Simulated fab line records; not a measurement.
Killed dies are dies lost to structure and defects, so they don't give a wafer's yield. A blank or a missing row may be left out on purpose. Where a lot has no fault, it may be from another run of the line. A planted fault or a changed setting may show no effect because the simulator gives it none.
Which tool did it? || flow sky130 || 9 lots, 27 wafers sampled, at 6 steps of a route of 708

== WHAT THE GAUGES SHOWED, per wafer ==
SKY_VIA1_THK_MEAS_23: measures by xrf.
{"lot": "L247", "measured": "day 33 20:16", "on": "film metro-01", "VIA1_W_THK (nm)": "285 272 284"}
{"lot": "L248", "measured": "day 34 05:36", "on": "film metro-04", "VIA1_W_THK (nm)": "278 271 271"}
{"lot": "L251", "measured": "day 35 09:25", "on": "film metro-01", "VIA1_W_THK (nm)": "275 275 271"}
{"lot": "L254", "measured": "day 36 14:01", "on": "film metro-01", "VIA1_W_THK (nm)": "270 269 267"}
{"lot": "L260", "measured": "day 38 07:40", "on": "film metro-01", "VIA1_W_THK (nm)": "273 275 274"}
{"lot": "L262", "measured": "day 38 12:06", "on": "film metro-04", "VIA1_W_THK (nm)": "269 270 278"}
{"lot": "L263", "measured": "day 39 02:09", "on": "film metro-02", "VIA1_W_THK (nm)": "282 270 280"}
{"lot": "L267", "measured": "day 40 05:43", "on": "film metro-02", "VIA1_W_THK (nm)": "282 284 282"}
{"lot": "L269", "measured": "day 40 23:02", "on": "film metro-04", "VIA1_W_THK (nm)": "276 273 277"}

SKY_METAL2_RS_MEAS_05: a four-point-probe measurement.
{"lot": "L247", "measured": "day 33 20:46", "on": "film metro-03", "METAL2_ALCU_RS (ohm/sq)": "0.1267 0.1263 0.1269"}
{"lot": "L248", "measured": "day 34 06:06", "on": "film metro-01", "METAL2_ALCU_RS (ohm/sq)": "0.1257 0.1255 0.1255"}
{"lot": "L251", "measured": "day 35 09:56", "on": "film metro-01", "METAL2_ALCU_RS (ohm/sq)": "0.1283 0.1288 0.1285"}
{"lot": "L254", "measured": "day 36 14:31", "on": "film metro-01", "METAL2_ALCU_RS (ohm/sq)": "0.1277 0.1268 0.1289"}
{"lot": "L260", "measured": "day 38 08:11", "on": "film metro-04", "METAL2_ALCU_RS (ohm/sq)": "0.1683 0.1277 0.1288"}
{"lot": "L262", "measured": "day 38 12:37", "on": "film metro-04", "METAL2_ALCU_RS (ohm/sq)": "0.1264 0.1269 0.1262"}
{"lot": "L263", "measured": "day 39 02:58", "on": "film metro-01", "METAL2_ALCU_RS (ohm/sq)": "0.1268 0.1259 0.1248"}
{"lot": "L267", "measured": "day 40 06:13", "on": "film metro-03", "METAL2_ALCU_RS (ohm/sq)": "0.1265 0.1255 0.1272"}
{"lot": "L269", "measured": "day 40 23:32", "on": "film metro-01", "METAL2_ALCU_RS (ohm/sq)": "0.1271 0.1264 0.1277"}

SKY_METAL2_THK_MEAS_06: measures by xrf.
{"lot": "L247", "measured": "day 33 20:53", "on": "film metro-03", "METAL2_ALCU_THK (nm)": "252.2 252.5 250.7"}
{"lot": "L248", "measured": "day 34 06:13", "on": "film metro-01", "METAL2_ALCU_THK (nm)": "252.7 250.7 253.7"}
{"lot": "L251", "measured": "day 35 10:02", "on": "film metro-01", "METAL2_ALCU_THK (nm)": "247.1 246.9 247.0"}
{"lot": "L254", "measured": "day 36 14:38", "on": "film metro-01", "METAL2_ALCU_THK (nm)": "247.0 249.9 245.3"}
{"lot": "L260", "measured": "day 38 08:17", "on": "film metro-04", "METAL2_ALCU_THK (nm)": "191.1 249.0 247.4"}
{"lot": "L262", "measured": "day 38 12:43", "on": "film metro-04", "METAL2_ALCU_THK (nm)": "251.0 250.9 251.5"}
{"lot": "L263", "measured": "day 39 03:05", "on": "film metro-01", "METAL2_ALCU_THK (nm)": "251.3 254.6 252.9"}
{"lot": "L267", "measured": "day 40 06:20", "on": "film metro-03", "METAL2_ALCU_THK (nm)": "249.6 250.2 249.3"}
{"lot": "L269", "measured": "day 40 23:39", "on": "film metro-01", "METAL2_ALCU_THK (nm)": "248.1 251.3 249.4"}

== WHAT TOOL EACH LOT RAN ON (gives the tool, then ch and the chambers of the sampled wafers, and finally the start) ==
{"lot": "L247", "SKY_VIA1_SPUTTER_20": "pvd sputter-01, day 33 19:59", "SKY_METAL2_SPUTTER_02": "pvd sputter-04, day 33 20:41", "SKY_METAL2_SPUTTER_03": "pvd sputter-04, day 33 20:42"}
{"lot": "L248", "SKY_VIA1_SPUTTER_20": "pvd sputter-01, day 34 05:20", "SKY_METAL2_SPUTTER_02": "pvd sputter-02, day 34 06:01", "SKY_METAL2_SPUTTER_03": "pvd sputter-02, day 34 06:02"}
{"lot": "L251", "SKY_VIA1_SPUTTER_20": "pvd sputter-01, day 35 09:08", "SKY_METAL2_SPUTTER_02": "pvd sputter-02, day 35 09:49", "SKY_METAL2_SPUTTER_03": "pvd sputter-02, day 35 09:50"}
{"lot": "L254", "SKY_VIA1_SPUTTER_20": "pvd sputter-03, day 36 13:45", "SKY_METAL2_SPUTTER_02": "pvd sputter-04, day 36 14:26", "SKY_METAL2_SPUTTER_03": "pvd sputter-04, day 36 14:27"}
{"lot": "L260", "SKY_VIA1_SPUTTER_20": "pvd sputter-01, day 38 07:22", "SKY_METAL2_SPUTTER_02": "pvd sputter-02, day 38 08:02", "SKY_METAL2_SPUTTER_03": "pvd sputter-02, day 38 08:04"}
{"lot": "L262", "SKY_VIA1_SPUTTER_20": "pvd sputter-04, day 38 11:49", "SKY_METAL2_SPUTTER_02": "pvd sputter-01, day 38 12:30", "SKY_METAL2_SPUTTER_03": "pvd sputter-01, day 38 12:31"}
{"lot": "L263", "SKY_VIA1_SPUTTER_20": "pvd sputter-03, day 39 01:53", "SKY_METAL2_SPUTTER_02": "pvd sputter-01, day 39 02:52", "SKY_METAL2_SPUTTER_03": "pvd sputter-01, day 39 02:53"}
{"lot": "L267", "SKY_VIA1_SPUTTER_20": "pvd sputter-04, day 40 05:26", "SKY_METAL2_SPUTTER_02": "pvd sputter-04, day 40 06:08", "SKY_METAL2_SPUTTER_03": "pvd sputter-04, day 40 06:09"}
{"lot": "L269", "SKY_VIA1_SPUTTER_20": "pvd sputter-04, day 40 22:46", "SKY_METAL2_SPUTTER_02": "pvd sputter-01, day 40 23:26", "SKY_METAL2_SPUTTER_03": "pvd sputter-01, day 40 23:28"}
- SKY_VIA1_SPUTTER_20: material TiN, target thk 20 nm, time 80 s.
- SKY_METAL2_SPUTTER_02: material AlCu, target thk 250 nm, time 13.3 s.
- SKY_METAL2_SPUTTER_03: material Ti, target thk 5 nm, time 3.3 s.

== WHAT THE TOOLS THEMSELVES READ (means of the sampled wafers that have a number; where no wafer has one, the mark that the record gives instead) ==
SKY_VIA1_SPUTTER_20.
{"lot": "L247", "tool": "pvd sputter-01", "cathode dc power W (W)": 4000.3, "chamber pressure pa (Pa)": 5.001, "throttle valve pct (%)": 30.3}
{"lot": "L248", "tool": "pvd sputter-01", "cathode dc power W (W)": 3999.4, "chamber pressure pa (Pa)": 5.007, "throttle valve pct (%)": 30.2}
{"lot": "L251", "tool": "pvd sputter-01", "cathode dc power W (W)": 4000.8, "chamber pressure pa (Pa)": 5.002, "throttle valve pct (%)": 30.8}
{"lot": "L254", "tool": "pvd sputter-03", "cathode dc power W (W)": 4000.0, "chamber pressure pa (Pa)": 4.994, "throttle valve pct (%)": 29.5}
{"lot": "L260", "tool": "pvd sputter-01", "cathode dc power W (W)": 4000.9, "chamber pressure pa (Pa)": 5.001, "throttle valve pct (%)": 30.4}
{"lot": "L262", "tool": "pvd sputter-04", "cathode dc power W (W)": 3999.5, "chamber pressure pa (Pa)": 5.001, "throttle valve pct (%)": 30.1}
{"lot": "L263", "tool": "pvd sputter-03", "cathode dc power W (W)": 3999.3, "chamber pressure pa (Pa)": 4.994, "throttle valve pct (%)": 29.6}
{"lot": "L267", "tool": "pvd sputter-04", "cathode dc power W (W)": 4000.0, "chamber pressure pa (Pa)": 5.001, "throttle valve pct (%)": 30.1}
{"lot": "L269", "tool": "pvd sputter-04", "cathode dc power W (W)": 3999.8, "chamber pressure pa (Pa)": 5.004, "throttle valve pct (%)": 30.3}

SKY_METAL2_SPUTTER_02.
{"lot": "L247", "tool": "pvd sputter-04", "cathode dc power W (W)": 10599, "chamber pressure pa (Pa)": 0.3999, "throttle valve pct (%)": 31.1}
{"lot": "L248", "tool": "pvd sputter-02", "cathode dc power W (W)": 10598, "chamber pressure pa (Pa)": 0.4003, "throttle valve pct (%)": 29.9}
{"lot": "L251", "tool": "pvd sputter-02", "cathode dc power W (W)": 10599, "chamber pressure pa (Pa)": 0.3998, "throttle valve pct (%)": 29.8}
{"lot": "L254", "tool": "pvd sputter-04", "cathode dc power W (W)": 10601, "chamber pressure pa (Pa)": 0.4002, "throttle valve pct (%)": 31.2}
{"lot": "L260", "tool": "pvd sputter-02", "cathode dc power W (W)": 9816, "chamber pressure pa (Pa)": 0.4006, "throttle valve pct (%)": 29.6}
{"lot": "L262", "tool": "pvd sputter-01", "cathode dc power W (W)": 10599, "chamber pressure pa (Pa)": 0.3997, "throttle valve pct (%)": 30.3}
{"lot": "L263", "tool": "pvd sputter-01", "cathode dc power W (W)": 10599, "chamber pressure pa (Pa)": 0.4002, "throttle valve pct (%)": 30.0}
{"lot": "L267", "tool": "pvd sputter-04", "cathode dc power W (W)": 10599, "chamber pressure pa (Pa)": 0.3992, "throttle valve pct (%)": 32.0}
{"lot": "L269", "tool": "pvd sputter-01", "cathode dc power W (W)": 10599, "chamber pressure pa (Pa)": 0.3991, "throttle valve pct (%)": 30.2}

SKY_METAL2_SPUTTER_03.
{"lot": "L247", "tool": "pvd sputter-04", "cathode dc power W (W)": 3000.2, "chamber pressure pa (Pa)": 0.4001, "throttle valve pct (%)": 31.2}
{"lot": "L248", "tool": "pvd sputter-02", "cathode dc power W (W)": 3000.1, "chamber pressure pa (Pa)": 0.4001, "throttle valve pct (%)": 29.8}
{"lot": "L251", "tool": "pvd sputter-02", "cathode dc power W (W)": 2999.7, "chamber pressure pa (Pa)": 0.3990, "throttle valve pct (%)": 30.0}
{"lot": "L254", "tool": "pvd sputter-04", "cathode dc power W (W)": 3000.1, "chamber pressure pa (Pa)": 0.3997, "throttle valve pct (%)": 31.2}
{"lot": "L260", "tool": "pvd sputter-02", "cathode dc power W (W)": 2999.9, "chamber pressure pa (Pa)": 0.3999, "throttle valve pct (%)": 29.5}
{"lot": "L262", "tool": "pvd sputter-01", "cathode dc power W (W)": 3000.7, "chamber pressure pa (Pa)": 0.3992, "throttle valve pct (%)": 30.3}
{"lot": "L263", "tool": "pvd sputter-01", "cathode dc power W (W)": 3000.5, "chamber pressure pa (Pa)": 0.4010, "throttle valve pct (%)": 30.1}
{"lot": "L267", "tool": "pvd sputter-04", "cathode dc power W (W)": 2999.6, "chamber pressure pa (Pa)": 0.4000, "throttle valve pct (%)": 32.2}
{"lot": "L269", "tool": "pvd sputter-01", "cathode dc power W (W)": 3000.1, "chamber pressure pa (Pa)": 0.4001, "throttle valve pct (%)": 29.9}

== THE ANSWER, worked out from the rows above alone ==
Rule: usual is defined by the lots themselves. The widest of any qualifying gaps counts: lots, ordered by their means at a reading, are off when they make up no more than a third of the lots, leave a main group of 4 or more, and stand apart from it by 3 or more times the standard deviation of that group's means. A main group whose means are all the same, to the digits that the tables above print for the reading, isn't used. Also off: a lot with no number at a reading for which 4 or more lots have one. The other lots that the step has rows for count as sound. After the gauges, taken in route order, come the tools' own readings; for these a lot's mean is taken, as printed above. The first step at which some lot is off is used, and at that step the reading that is off furthest; a lot without a number counts as furthest.
Off: L260, seen at SKY_METAL2_RS_MEAS_05 (METAL2_ALCU_RS). The main group has a mean of 0.1268 ohm/sq with a standard deviation of 0.00092.
If a tool, at a process step before that reading, ran all the lots that are off and no sound lot after the first of them, it fits. The gauges at SKY_METAL2_RS_MEAS_05 aren't tried: what is off there is off at SKY_METAL2_SPUTTER_02 too, on other tools, and a gauge's error can't cause that. Undecided on this evidence; 2 tools fit (pvd sputter-01 at SKY_VIA1_SPUTTER_20, pvd sputter-02 at SKY_METAL2_SPUTTER_02 and SKY_METAL2_SPUTTER_03).

== WHAT THE SIMULATOR PUT IN ==
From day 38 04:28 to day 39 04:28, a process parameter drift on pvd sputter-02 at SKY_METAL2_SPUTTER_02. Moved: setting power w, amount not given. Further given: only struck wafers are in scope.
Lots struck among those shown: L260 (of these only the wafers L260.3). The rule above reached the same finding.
